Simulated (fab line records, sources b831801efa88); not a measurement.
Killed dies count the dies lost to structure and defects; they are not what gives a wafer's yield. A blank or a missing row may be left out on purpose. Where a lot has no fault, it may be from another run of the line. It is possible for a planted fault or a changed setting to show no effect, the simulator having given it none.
Chamber matching + flow sky130 + SKY_VIA1_HDPCVD_00 on hdpcvd-01 has 3 sister chambers
The step deposits SiO2, target thk 1030 nm, time 171.7 s. 14 wafers are shown with their chamber, then 7 later ones without.

WAFERS WITH THEIR CHAMBER
| wafer  | chamber | run-length-s (s) | pressure-mtorr (mTorr) |
|--------|---------|------------------|------------------------|
| L521.2 | 0       | 198.1            | 5.988                  |
| L521.4 | 1       | 198.4            | 6.008                  |
| L521.6 | 0       | 198.5            | 6.007                  |
| L527.3 | 0       | 198.2            | 6.011                  |
| L527.4 | 1       | 198.6            | 5.982                  |
| L527.5 | 0       | 198.7            | 6.002                  |
| L529.1 | 2       | 199.4            | 6.003                  |
| L529.4 | 0       | 198.8            | 6.015                  |
| L529.5 | 0       | 198.5            | 5.992                  |
| L530.1 | 0       | 198.8            | 5.988                  |
| L530.4 | 1       | 198.5            | 6.023                  |
| L530.5 | 0       | 198.3            | 5.999                  |
| L539.2 | 1       | 198.5            | 5.992                  |
| L539.3 | 0       | 199.3            | 6.009                  |

SIGNATURES (averages over the wafers above)
| reading        | chamber 0 | chamber 1 | chamber 2 | scatter within a chamber |
|----------------|-----------|-----------|-----------|--------------------------|
| run-length-s   | 198.578   | 198.500   | 199.400   | 0.318                    |
| pressure-mtorr | 6.00122   | 6.00125   | 6.00300   | 0.0128                   |
Rule: a wafer's distance from a chamber is the root of the sum, over the readings, of the square of ((its reading less the chamber's mean) divided by the reading's scatter). If the next closest chamber is less than 2 further off than the closest, the wafer can't be placed; otherwise it belongs to the closest. The scatter: take each reading less its chamber's mean, square it, sum over the shown wafers, divide by the number of wafers less the number of chambers, and take the root.

WAFERS WITH NO CHAMBER GIVEN
| wafer  | run-length-s (s) | pressure-mtorr (mTorr) |
|--------|------------------|------------------------|
| L539.5 | 199.3            | 6.013                  |
| L542.3 | 198.8            | 6.007                  |
| L542.4 | 198.5            | 6.001                  |
| L542.5 | 198.8            | 6.018                  |
| L544.1 | 198.4            | 5.993                  |
| L544.3 | 199.6            | 6.007                  |
| L544.4 | 198.4            | 6.020                  |

THE CHAMBER EACH PASSED THROUGH
| wafer  | from the rows above          | in truth |
|--------|------------------------------|----------|
| L539.5 | can't be placed: 2 or 0 or 1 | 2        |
| L542.3 | can't be placed: 0 or 1 or 2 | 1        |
| L542.4 | can't be placed: 1 or 0      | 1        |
| L542.5 | can't be placed: 0 or 1 or 2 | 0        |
| L544.1 | can't be placed: 1 or 0      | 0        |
| L544.3 | 2                            | 2        |
| L544.4 | can't be placed: 1 or 0 or 2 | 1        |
Correct placement for 1 of the 7. Can't be placed from these rows: 6 (the true chamber is among the candidates in 6). Wrongly placed: 0.
